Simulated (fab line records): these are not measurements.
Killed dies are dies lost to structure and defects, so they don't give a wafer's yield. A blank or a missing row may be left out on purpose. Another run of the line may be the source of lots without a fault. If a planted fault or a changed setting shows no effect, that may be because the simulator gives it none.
The tool behind it: which one? + flow gf180mcu + at 1 step of a route of 602, 12 lots with 36 wafers sampled

== WHAT THE GAUGES READ, wafer by wafer ==
GF_V1_CD_MEAS_14 targets a cd of 260 nm.
| lot  | measured     | on        | cd-nm (nm)        |
|------|--------------|-----------|-------------------|
| L075 | day 18 12:58 | cd-sem-02 | 260.3 259.9 261.0 |
| L077 | day 19 06:24 | cd-sem-01 | 260.7 261.4 259.8 |
| L079 | day 19 23:01 | cd-sem-01 | 259.0 258.2 258.7 |
| L081 | day 20 17:46 | cd-sem-01 | 261.0 260.4 260.7 |
| L083 | day 21 11:34 | cd-sem-01 | 258.7 258.2 259.2 |
| L085 | day 22 06:40 | cd-sem-01 | 260.3 259.9 260.0 |
| L087 | day 23 08:04 | cd-sem-02 | 259.2 259.8 260.6 |
| L089 | day 23 23:45 | cd-sem-01 | 261.9 260.5 260.8 |
| L091 | day 24 09:31 | cd-sem-01 | 259.6 260.5 259.5 |
| L093 | day 25 01:47 | cd-sem-02 | 262.1 260.2 260.6 |
| L095 | day 25 14:58 | cd-sem-02 | 261.0 260.7 261.3 |
| L097 | day 26 02:54 | cd-sem-01 | 258.0 258.6 259.5 |

== WHAT TOOL EACH LOT RAN ON (gives the tool, then ch and the chambers of the sampled wafers, and finally the start) ==
Record: no process step prior to these readings.

== THE ANSWER, worked out from the rows above alone ==
Rule: usual is defined by the lots themselves. The widest of any qualifying gaps counts: lots, ordered by their means at a reading, are off when they make up no more than a third of the lots, leave a main group of 4 or more, and stand apart from it by 3 or more times the standard deviation of that group's means. The tables above print the reading to a certain number of digits; a main group whose means all agree to those digits is not used. Also off: a lot with no number at a reading for which 4 or more lots have one. All remaining lots with rows at the step are treated as sound.
Across all readings shown, no lot is off: no conclusion can be drawn from this.

== WHAT HAD BEEN PUT IN BY THE SIMULATOR ==
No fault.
